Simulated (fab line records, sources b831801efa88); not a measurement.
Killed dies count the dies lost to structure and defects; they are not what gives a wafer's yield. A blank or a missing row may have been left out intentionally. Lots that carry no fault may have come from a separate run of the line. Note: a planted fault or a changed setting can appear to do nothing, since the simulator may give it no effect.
fab line records	flow sky130
record lots=5	wafers=15	lastDay=50
route steps=708 shown SPACER@305 POLY_CUT@307 SD_P@320 PAD_OPEN@708
lots that met no fault: from a run of the same line without faults
startH: hours from the record's first day to the start of the lot's first wafer shown	waitH: time in hours since the lot's previous step	" repeats the value in the row above	L1.1+2: a single row standing in for several wafers	- no value present, or no start provided	* or withheld: withheld	< > ~ a bound
route shown NAME@n: names a module that has steps shown in the file, with the first one's number in the route	usual: mean and standard deviation over wafers with no fault	same: alike in all rows	chamber/n: place in a boat	sites: per-site readings	_std_site: the standard deviation of these	_edge_site: outer sites' mean less inner sites'	radiusMm: how far each site lies from the wafer's centre	mask NAME#n: copy n	behind: tool/chamber where the wafer was last shaped	hold: the reason the lot was held/the length of the hold in hours/how it ended	device: the transistor (n, p or np) that didn't switch	end of line: the tests these same wafers got at the end of their route	for a step that has no rows: nothing shown but its recipe	killed: not the wafer's yield, but the dies lost to structure and defects at the first sort	map: shows each die of a wafer: x if killed, . if not, _ if none is there
set.NAME: the setting the step ran with; set.NAME@STEP: the setting that earlier step ran with	model.NAME: the simulator's own value behind a step, which no gauge read
lots at some steps of the route; a table a step, a row a wafer
services: when a tool's chamber went out of use (startH, in hours from the record's first day, below 0 if earlier), for how many hours, and the reason
## steps
# step SKY_SPACER_THK_MEAS_01
# recipe reads=Si3N4_of_SPACER_CVD_00
# usual SPACER_CVD_00_THK=42.6/0.44
lot.wafer	tool	chamber	startH	waitH	SPACER_CVD_00_THK[nm]
L382.1	filmMetro-02	-	542.83	0.0	42.3
L382.5	"	-	"	"	42.4
L382.6	"	-	"	"	42.6
L389.3	filmMetro-04	-	607.85	0.0	43.0
L389.4	"	-	"	"	43.2
L389.5	"	-	"	"	42.6
L398.2	filmMetro-02	-	681.94	0.0	42.5
L398.3	"	-	"	"	42.8
L398.5	"	-	"	"	42.8
L399.4	filmMetro-04	-	692.25	0.0	42.7
L399.5	"	-	"	"	42.7
L399.6	"	-	"	"	42.6
L401.3	filmMetro-04	-	710.96	0.0	42.0
L401.4	"	-	"	"	42.5
L401.5	"	-	"	"	42.5
# step SKY_SPACER_ETCHBACK_02
# recipe chemistry=CH3F/O2	target=Si3N4	stopOn=SiO2	sourceW=400	biasW=80	pressureMtorr=25	ch3fFlowSccm=40	O2_flow_sccm=30	timeS=46.7	targetDepthA=450
# usual drypumpMotorCurrentA=5.8/0.54	oesProductAu=0.849/0.007	throttleValvePct=10.562/0.01
lot.wafer	tool	chamber	startH	waitH	drypumpMotorCurrentA	oesProductAu	rfHoursCounterH	throttleValvePct
L382.1	rieDiel-01	0	542.89	0.1	6.4	0.838	28	10.562
L382.5	"	3	"	"	5.4	0.851	-	10.577
L382.6	"	0	"	"	6.4	0.844	-	10.554
L389.3	rieDiel-01	1	607.89	0.0	5.7	0.857	2	10.526
L389.4	"	2	"	"	6.6	0.854	19	10.568
L389.5	"	3	"	"	5.4	0.848	-	10.563
L398.2	rieDiel-02	2	681.99	0.0	5.2	0.844	2	10.562
L398.3	"	1	"	"	5.9	0.854	6	10.577
L398.5	"	2	"	"	5.2	0.849	-	10.576
L399.4	rieDiel-03	3	692.28	0.0	6.5	0.846	26	10.550
L399.5	"	0	"	"	5.6	0.851	-	10.560
L399.6	"	1	"	"	5.6	0.849	-	10.567
L401.3	rieDiel-01	2	711.00	0.0	6.5	0.844	21	10.546
L401.4	"	0	"	"	6.4	0.836	30	10.567
L401.5	"	1	"	"	5.7	0.840	-	10.562
# step SKY_POLY_CUT_DEHYDRATE_00
# recipe tempC=200	timeS=60
# step SKY_POLY_CUT_HMDS_01
# recipe primeTimeS=60	primeTempC=120
# step SKY_POLY_CUT_COAT_02
# recipe resist=BARC	tempC=withheld	timeS=withheld	spinRpm=3000	resistThkNm=60
# step SKY_POLY_CUT_COAT_03
# recipe resist=KrF-thick	spinRpm=3000	resistThkNm=450
# step SKY_POLY_CUT_SOFTBAKE_04
# recipe tempC=100	timeS=90	resist=KrF-thick
# step SKY_POLY_CUT_EXPOSE_05
# recipe maskId=NPCM	na=0.8	sourceShape=annular	sigmaInner=0.55	sigmaOuter=0.85	targetCdNm=270	doseMj=32
# step SKY_POLY_CUT_PEB_06
# recipe pebTempC=withheld	pebTimeS=withheld	resist=KrF-thick
# step SKY_POLY_CUT_DEVELOP_07
# recipe developTimeS=60	resist=KrF-thick	devTempC=21
# step SKY_POLY_CUT_CD_MEAS_08
# recipe targetCdNm=270
# usual cdNm=269.4/1.5
lot.wafer	tool	chamber	startH	waitH	cdNm
L382.1	cdSem-01	-	572.17	-	268.9
L382.5	"	-	"	"	268.6
L382.6	"	-	"	"	267.9
L389.3	cdSem-01	-	636.81	-	267.8
L389.4	"	-	"	"	267.9
L389.5	"	-	"	"	268.4
L398.2	cdSem-01	-	710.49	-	269.4
L398.3	"	-	"	"	269.8
L398.5	"	-	"	"	270.5
L399.4	cdSem-01	-	720.53	-	270.2
L399.5	"	-	"	"	269.0
L399.6	"	-	"	"	271.6
L401.3	cdSem-01	-	738.92	-	271.8
L401.4	"	-	"	"	270.7
L401.5	"	-	"	"	270.3
# step SKY_POLY_CUT_OVL_MEAS_09
# usual POLY_CUT_OVL=-7/6.2
lot.wafer	tool	chamber	startH	waitH	POLY_CUT_OVL[nm]
L382.1	overlay-02	-	572.29	0.1	1
L382.5	"	-	"	"	3
L382.6	"	-	"	"	-9
L389.3	overlay-01	-	636.90	0.1	-13
L389.4	"	-	"	"	-8
L389.5	"	-	"	"	-13
L398.2	overlay-02	-	710.60	0.1	-5
L398.3	"	-	"	"	1
L398.5	"	-	"	"	1
L399.4	overlay-02	-	720.61	0.1	-3
L399.5	"	-	"	"	4
L399.6	"	-	"	"	-5
L401.3	overlay-02	-	739.01	0.1	-5
L401.4	"	-	"	"	-16
L401.5	"	-	"	"	-4
# step SKY_POLY_CUT_ETCH_10
# recipe chemistry=N2/H2	target=BARC	ionEnergyEv=200	sourceW=500	biasW=100	pressureMtorr=30	n2FlowSccm=100	h2FlowSccm=200	stopOn=SiO2	timeS=45.9	targetDepthA=600
# usual drypumpMotorCurrentA=5.8/0.52	oesProductAu=0.855/0.0049	throttleValvePct=13.226/0.0091
lot.wafer	tool	chamber	startH	waitH	drypumpMotorCurrentA	oesProductAu	rfHoursCounterH	throttleValvePct	model.KrF-thick_of_POLY_CUT_COAT_03.thkNm
L382.1	rieDiel-01	0	572.33	0.0	6.4	0.853	28	13.216	407.7
L382.5	"	2	"	"	6.6	0.853	-	13.243	406.2
L382.6	"	3	"	"	5.4	0.859	-	13.213	406.8
L389.3	rieDiel-04	1	636.93	0.0	6.1	0.848	3	13.240	409.8
L389.4	"	2	"	"	5.4	0.848	53	13.245	407.1
L389.5	"	0	"	"	5.5	0.866	-	13.227	406.9
L398.2	rieDiel-01	0	710.63	0.0	6.5	0.851	30	13.229	409.7
L398.3	"	2	"	"	6.5	0.852	21	13.227	416.6
L398.5	"	2	"	"	6.5	0.855	-	13.228	415.1
L399.4	rieDiel-04	0	720.65	0.0	5.5	0.856	-	13.216	410.3
L399.5	"	1	"	"	6.1	0.853	-	13.229	410.3
L399.6	"	3	"	"	6.1	0.861	-	13.223	410.8
L401.3	rieDiel-03	1	739.04	0.0	5.6	0.852	6	13.233	409.8
L401.4	"	2	"	"	4.8	0.858	11	13.218	409.4
L401.5	"	2	"	"	4.8	0.856	-	13.232	410.2
# step SKY_POLY_CUT_ETCH_11
# recipe target=Si3N4	chemistry=CF4/CH2F2/Ar	stopOn=poly-Si	sourceW=600	biasW=150	pressureMtorr=40	cf4FlowSccm=40	ch2f2FlowSccm=20	Ar_flow_sccm=150	timeS=42.5	targetDepthA=600
# usual drypumpMotorCurrentA=5.8/0.53	oesProductAu=0.831/0.0065	throttleValvePct=14.994/0.0089
lot.wafer	tool	chamber	startH	waitH	drypumpMotorCurrentA	oesProductAu	rfHoursCounterH	throttleValvePct
L382.1	rieDiel-01	0	572.37	0.0	6.4	0.837	28	14.997
L382.5	"	2	"	"	6.5	0.832	-	14.982
L382.6	"	3	"	"	5.4	0.842	-	14.999
L389.3	rieDiel-04	1	636.97	0.0	6.2	0.828	3	14.996
L389.4	"	2	"	"	5.4	0.822	53	15.004
L389.5	"	0	"	"	5.5	0.822	-	14.999
L398.2	rieDiel-01	0	710.67	0.0	6.4	0.832	30	14.996
L398.3	"	2	"	"	6.5	0.838	21	14.993
L398.5	"	2	"	"	6.6	0.829	-	14.985
L399.4	rieDiel-04	0	720.69	0.0	5.5	0.842	-	14.996
L399.5	"	1	"	"	6.2	0.839	-	14.998
L399.6	"	3	"	"	6.1	0.837	-	14.984
L401.3	rieDiel-03	1	739.08	0.0	5.7	0.834	6	14.984
L401.4	"	2	"	"	4.8	0.834	11	14.991
L401.5	"	2	"	"	4.8	0.830	-	14.992
# step SKY_POLY_CUT_STRIP_12
# recipe chemistry=O2/N2	powerW=1400	pressureMtorr=1500	platenTempC=withheld	o2FlowSccm=3000	n2FlowSccm=300	overashFraction=0.5
# usual drypumpMotorCurrentA=6.0/0.32	oesProductAu=0.453/0.0049	stripTimeToEndpointS=5.362/0.021
lot.wafer	tool	chamber	startH	waitH	drypumpMotorCurrentA	oesProductAu	rfHoursCounterH	stripTimeToEndpointS
L382.1	plasmaAsher-03	1	572.41	0.0	6.5	0.451	46	5.337
L382.5	"	1	"	"	6.5	0.456	-	5.323
L382.6	"	0	"	"	5.9	0.451	-	5.333
L389.3	plasmaAsher-03	1	637.04	0.1	6.5	0.445	-	5.361
L389.4	"	0	"	"	5.8	0.445	-	5.333
L389.5	"	0	"	"	5.9	0.460	-	5.349
L398.2	plasmaAsher-03	1	710.71	0.0	6.6	0.444	61	5.376
L398.3	"	0	"	"	5.9	0.452	-	5.438
L398.5	"	1	"	"	6.5	0.452	-	5.432
L399.4	plasmaAsher-04	1	720.74	0.0	6.0	0.457	-	5.383
L399.5	"	0	"	"	6.1	0.458	-	5.381
L399.6	"	1	"	"	6.0	0.451	-	5.374
L401.3	plasmaAsher-02	0	739.15	0.1	5.8	0.450	-	5.399
L401.4	"	1	"	"	5.4	0.455	-	5.377
L401.5	"	0	"	"	5.9	0.450	-	5.385
# step SKY_SD_P_DEHYDRATE_00
# recipe tempC=200	timeS=60
# step SKY_PAD_OPEN_PROBE_99
# usual killed_at_M0_to_M3=42/6.9	killed_at_M4_up=3.2/1.7	killedAtContacts=25/5.1	killedAtFrontEnd=15/4.5	killedAtOther=0.4/0.63	killedDies=86/9.3	killedOpen=46/7	killedShort=39/6.9
# same grossDies=492	killedAtBackSide=0
lot.wafer	tool	chamber	startH	waitH	killed_at_M0_to_M3	killed_at_M4_up	killedAtContacts	killedAtFrontEnd	killedAtOther	killedDies	killedOpen	killedShort
L382.1	prober-01	-	1087.40	0.1	50	4	28	10	0	92	59	33
L382.5	prober-01	-	1087.60	0.2	39	4	24	23	2	92	50	42
L382.6	prober-01	-	1087.65	0.2	58	3	27	17	0	105	56	49
L398.2	prober-02	-	1180.69	0.1	44	0	22	17	0	83	50	33
L398.3	prober-02	-	1180.74	0.2	46	4	20	14	0	84	36	46
L398.5	prober-02	-	1180.84	0.2	38	2	30	11	0	81	49	32
L399.4	prober-01	-	1187.30	0.2	43	0	15	15	0	73	44	29
L399.5	prober-01	-	1187.35	0.2	46	3	29	10	0	88	48	40
L399.6	prober-01	-	1187.40	0.2	45	3	35	16	0	99	58	41
L401.3	prober-01	-	1198.19	0.2	42	3	22	10	1	78	39	39
L401.4	prober-01	-	1198.24	0.2	34	4	42	17	0	97	52	44
L401.5	prober-01	-	1198.29	0.2	42	4	30	21	0	97	54	43
# killed by level:class
L382.1 VIA1:geometricParticle:open=15 LI_CONTACT:geometricParticle:open=12 CONTACT:geometricParticle:open=10 VIA3:geometricParticle:open=8 VIA2:geometricParticle:open=7 METAL1:geometricParticle:short=6 VIA1:geometricParticle:short=5 METAL2:geometricParticle:short=3
L382.5 VIA1:geometricParticle:open=10 POLY_GATE:geometricParticle:short=8 LI_CONTACT:geometricParticle:short=7 LI_CONTACT:geometricParticle:open=7 VIA2:geometricParticle:open=7 FIELD_ISO:geometricParticle:open=6 CONTACT:geometricParticle:open=6 METAL1:geometricParticle:short=6
L382.6 VIA1:geometricParticle:open=23 LOCAL_INTERCONNECT:geometricParticle:short=8 CONTACT:geometricParticle:open=7 VIA1:geometricParticle:short=7 METAL2:geometricParticle:short=7 FIELD_ISO:geometricParticle:short=6 FIELD_ISO:geometricParticle:open=6 LI_CONTACT:geometricParticle:open=6
L398.2 CONTACT:geometricParticle:open=10 VIA3:geometricParticle:open=10 VIA1:geometricParticle:open=9 VIA2:geometricParticle:open=9 POLY_GATE:geometricParticle:short=6 LOCAL_INTERCONNECT:geometricParticle:short=5 METAL1:geometricParticle:short=5 POLY_GATE:geometricParticle:open=4
L398.3 VIA1:geometricParticle:open=12 VIA1:geometricParticle:short=8 CONTACT:geometricParticle:short=7 METAL2:geometricParticle:short=7 LI_CONTACT:geometricParticle:open=6 METAL1:geometricParticle:short=4 VIA2:geometricParticle:short=4 METAL4:geometricParticle:short=4
L398.5 CONTACT:geometricParticle:open=10 LI_CONTACT:geometricParticle:open=9 CONTACT:geometricParticle:short=8 VIA1:geometricParticle:open=7 METAL2:geometricParticle:short=7 VIA2:geometricParticle:open=6 VIA1:geometricParticle:short=6 POLY_GATE:geometricParticle:open=5
L399.4 VIA2:geometricParticle:open=9 POLY_GATE:geometricParticle:open=8 VIA1:geometricParticle:open=7 VIA1:geometricParticle:short=6 CONTACT:geometricParticle:open=6 VIA3:geometricParticle:open=5 LI_CONTACT:geometricParticle:open=4 METAL2:geometricParticle:short=4
L399.5 VIA1:geometricParticle:open=12 METAL2:geometricParticle:short=8 LI_CONTACT:geometricParticle:open=7 CONTACT:geometricParticle:open=7 CONTACT:geometricParticle:short=7 VIA2:geometricParticle:open=6 VIA3:geometricParticle:open=6 METAL1:geometricParticle:short=5
L399.6 CONTACT:geometricParticle:open=15 VIA1:geometricParticle:open=15 LI_CONTACT:geometricParticle:open=7 FIELD_ISO:geometricParticle:short=6 CONTACT:geometricParticle:short=6 VIA3:geometricParticle:open=6 VIA2:geometricParticle:open=5 FIELD_ISO:geometricParticle:open=4
L401.3 LI_CONTACT:geometricParticle:open=8 VIA1:geometricParticle:open=8 METAL1:geometricParticle:short=7 CONTACT:geometricParticle:short=6 VIA3:geometricParticle:open=6 VIA2:geometricParticle:open=6 VIA3:geometricParticle:short=6 CONTACT:geometricParticle:open=5
L401.4 CONTACT:geometricParticle:open=16 LI_CONTACT:geometricParticle:open=11 FIELD_ISO:geometricParticle:short=8 VIA3:geometricParticle:open=8 VIA1:geometricParticle:open=6 VIA2:geometricParticle:open=6 LOCAL_INTERCONNECT:geometricParticle:short=5 METAL1:geometricParticle:short=5
L401.5 CONTACT:geometricParticle:open=11 LI_CONTACT:geometricParticle:open=9 VIA1:geometricParticle:open=9 FIELD_ISO:geometricParticle:short=6 METAL2:geometricParticle:short=6 VIA2:geometricParticle:open=6 VIA3:geometricParticle:open=6 VIA1:geometricParticle:short=5
## services
tool	chamber	startH	hours	kind
rieDiel-02	-	534.77	0.5	repair
rieDiel-03	2	569.21	6.6	repair
rieDiel-01	1	581.46	2.2	repair
plasmaAsher-03	-	584.37	3.5	repair
rieDiel-04	0	586.49	5.0	repair
plasmaAsher-02	-	599.76	0.6	repair
rieDiel-03	-	601.03	3.3	repair
rieDiel-02	2	603.95	10.3	repair
rieDiel-02	-	610.51	1.1	repair
rieDiel-03	3	614.67	4.2	repair
rieDiel-01	2	617.15	18.3	repair
plasmaAsher-02	-	617.27	24.5	repair
rieDiel-01	-	631.06	2.8	pm
rieDiel-04	3	653.81	15.8	repair
rieDiel-04	0	664.25	4.0	repair
rieDiel-04	1	666.64	1.3	repair
plasmaAsher-02	-	691.80	0.5	repair
rieDiel-03	-	694.89	0.8	repair
rieDiel-02	2	702.01	2.2	repair
rieDiel-04	-	704.10	2.8	pm
rieDiel-04	2	719.94	-	clean
rieDiel-03	2	728.07	1.2	repair
rieDiel-04	-	728.15	76.0	repair
plasmaAsher-04	-	733.75	9.0	pm
## key
firstSign step=SKY_POLY_CUT_STRIP_12	reading=stripTimeToEndpointS	direction=up	sigmas=3.5	usual=*	struck=*
effect none on later readings
modelEffect step=SKY_POLY_CUT_ETCH_10	value=KrF-thick_of_POLY_CUT_COAT_03.thkNm	without=411	struck=415.8
metAt SKY_POLY_CUT_ETCH_10
struckWafers L398.3,L398.5
testerLeftOut L398
onsetBetween 572.33 710.63
fault kind=processParameterDrift	tool=rieDiel-01	chamber=2	onsetH=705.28	steps=SKY_POLY_CUT_ETCH_10	channel=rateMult	offset=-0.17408	shape=step	endH=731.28
# testerLeftOut: of these lots the tester's yield and bins aren't shown, on N5 and GAA mostly nor the transistor test; their killed dies are dies lost to structure and defects alone, not to doping, threshold or leakage, so they don't give the yield
